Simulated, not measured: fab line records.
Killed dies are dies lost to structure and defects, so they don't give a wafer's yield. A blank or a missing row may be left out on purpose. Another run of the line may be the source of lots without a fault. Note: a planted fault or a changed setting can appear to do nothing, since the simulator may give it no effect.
Split-lot study	flow gf180mcu	5 lots, 23 wafers read, on a route of 602 steps

== SPLIT DETAILS ==
At GF_STI_CVD_03 (deposits Si3N4 from DCS/NH3, target thk 207.16 nm, time 3551 s), the setting pressure-mtorr was moved away from the recipe's 250 mTorr on 20 of the 23 wafers read, by -11.3% to +7.3%. All remaining wafers had this setting at the recipe value.

The split's own step is where the reading is taken.

== THE READING ==
Si3N4_of_STI_CVD_03.thk-nm (the simulator's own value, which no gauge read), in nm, at GF_STI_CVD_03 (deposits Si3N4 from DCS/NH3, target thk 207.16 nm, time 3551 s). The file does not state a usual value for it. Here, 3 wafers ran the recipe; their average is 209.0 nm with a standard deviation of 0.082 nm.

wafer	tool, chamber at the split	pressure-mtorr as run, mTorr	against the recipe	Si3N4_of_STI_CVD_03.thk-nm, nm	against lot-mates on the recipe
L074.1	-, -	262.8	+5.1%	209.1	no lot-mate on the recipe
L074.2	-, -	262.8	+5.1%	208.4	no lot-mate on the recipe
L074.4	-, -	262.8	+5.1%	208.4	no lot-mate on the recipe
L074.5	-, -	262.8	+5.1%	209.5	no lot-mate on the recipe
L074.6	-, -	262.8	+5.1%	208	no lot-mate on the recipe
L075.1	-, -	228	-8.8%	200.6	no lot-mate on the recipe
L075.3	-, -	228	-8.8%	198.7	no lot-mate on the recipe
L075.4	-, -	228	-8.8%	201.7	no lot-mate on the recipe
L075.5	-, -	228	-8.8%	199.9	no lot-mate on the recipe
L075.6	-, -	228	-8.8%	202.9	no lot-mate on the recipe
L082.1	-, -	221.8	-11.3%	202.6	no lot-mate on the recipe
L082.2	-, -	221.8	-11.3%	202	no lot-mate on the recipe
L082.3	-, -	221.8	-11.3%	203.7	no lot-mate on the recipe
L082.5	-, -	221.8	-11.3%	203	no lot-mate on the recipe
L082.6	-, -	221.8	-11.3%	200	no lot-mate on the recipe
L083.2	-, -	268.2	+7.3%	212.5	no lot-mate on the recipe
L083.3	-, -	268.2	+7.3%	213.7	no lot-mate on the recipe
L083.4	-, -	268.2	+7.3%	213.4	no lot-mate on the recipe
L083.5	-, -	268.2	+7.3%	214	no lot-mate on the recipe
L083.6	-, -	268.2	+7.3%	211.1	no lot-mate on the recipe
L084.1	lpcvd-02, 1	250	recipe	209.1	-
L084.2	lpcvd-02, 1	250	recipe	209	-
L084.4	lpcvd-02, 1	250	recipe	208.9	-

THE FIT
A straight line over all 23 wafers: Si3N4_of_STI_CVD_03.thk-nm changes by +0.578 nm for each +1% of pressure-mtorr; r = +0.92; the points scatter about the line by 1.9 nm.
Too few moved wafers with a lot-mate on the recipe to fit a line net of each lot's own level.

== THE FILE'S OWN FIT ==
Si3N4_of_STI_CVD_03.thk-nm changes by +0.579 nm for each +1% of pressure-mtorr, r = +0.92.
